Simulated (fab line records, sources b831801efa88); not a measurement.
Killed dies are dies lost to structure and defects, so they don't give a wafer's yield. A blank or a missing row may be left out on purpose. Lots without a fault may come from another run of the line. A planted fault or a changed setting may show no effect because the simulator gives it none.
A struck lot beside a sound one | flow sky130 | 14 steps out of a route of 708
Sound: wafers L619.2, L619.3, L619.5. Struck: wafers L623.1, L623.3, L623.6. The cause comes at the end.
At each step with rows: each side's tool, then ch and its chambers, then its first start. Under that, the readings that differ: sound wafers | struck wafers | difference of the means | sigmas: that difference in standard deviations of wafers without a fault.
alike: readings whose means differ by less than 2 such deviations, and words and numbers that are the same on both sides. not compared: withheld readings, readings that some wafer has no value for, bounds like >300 that may hide the same value, and numbers for which the record gives no deviation and whose values overlap.
The two part at a step that has a row with sigmas, a row that says differs or no value, or rows on one side only. Numbers that don't overlap but have no deviation are shown without sigmas and don't part them. A reading that every wafer of one side lacks parts them only if that side has two wafers or more.

first, 3 steps without rows for these wafers: SKY_LDD_P_EXPOSE_04 (exposes mask PSDM, target cd 380 nm); SKY_LDD_P_PEB_05; SKY_LDD_P_DEVELOP_06 (develop time 60 s).
SKY_LDD_P_CD_MEAS_07: target cd 380 nm.
  sound on cd_sem-02, day 20 15:56; struck on cd_sem-01, day 22 16:31
  alike: cd_nm
SKY_LDD_P_OVL_MEAS_08:
  sound on overlay-01, day 20 16:02; struck on overlay-01, day 22 16:38
  alike: LDD_P_OVL
then, 1 step without rows for these wafers: SKY_LDD_P_IMPLANT_09.
SKY_LDD_P_STRIP_10: strips in O2/N2.
  sound on plasma_asher-04 ch 1, day 20 16:13; struck on plasma_asher-03 ch 1, day 22 16:49
  alike: drypump_motor_current_A, oes_product_au, strip_time_to_endpoint_s
  not compared: rf_hours_counter_h
SKY_LDD_P_TW_MEAS_11:
  sound on film_metro-01, day 20 16:19; struck on film_metro-04, day 22 16:55
  alike: LDD_P_TW
then, 4 steps without rows for these wafers: SKY_LDD_HVN_DEHYDRATE_00 (time 60 s); SKY_LDD_HVN_HMDS_01 (prime time 60 s); SKY_LDD_HVN_COAT_02 (resist thk 300 nm); SKY_LDD_HVN_SOFTBAKE_03 (time 60 s).
SKY_LDD_HVN_EXPOSE_04: exposes mask HVNTM, target cd 700 nm.
  sound on iline_stepper-02 ch 0, day 21 08:47; struck on iline_stepper-01, day 23 07:07
  no value came back on the struck wafers for exposure_dose_mJ_cm2, focus_offset_nm (nm); on the sound wafers exposure_dose_mJ_cm2 reads 127.13 127.02 127.17
  alike: mask
then, 1 step without rows for these wafers: SKY_LDD_HVN_PEB_05.

WHERE THEY PART
Only at SKY_LDD_HVN_EXPOSE_04, within this record.

WHY: what the simulator had put in
Skipped step whole: iline_stepper-01, from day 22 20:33 on, at SKY_LDD_HVN_EXPOSE_04. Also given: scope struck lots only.
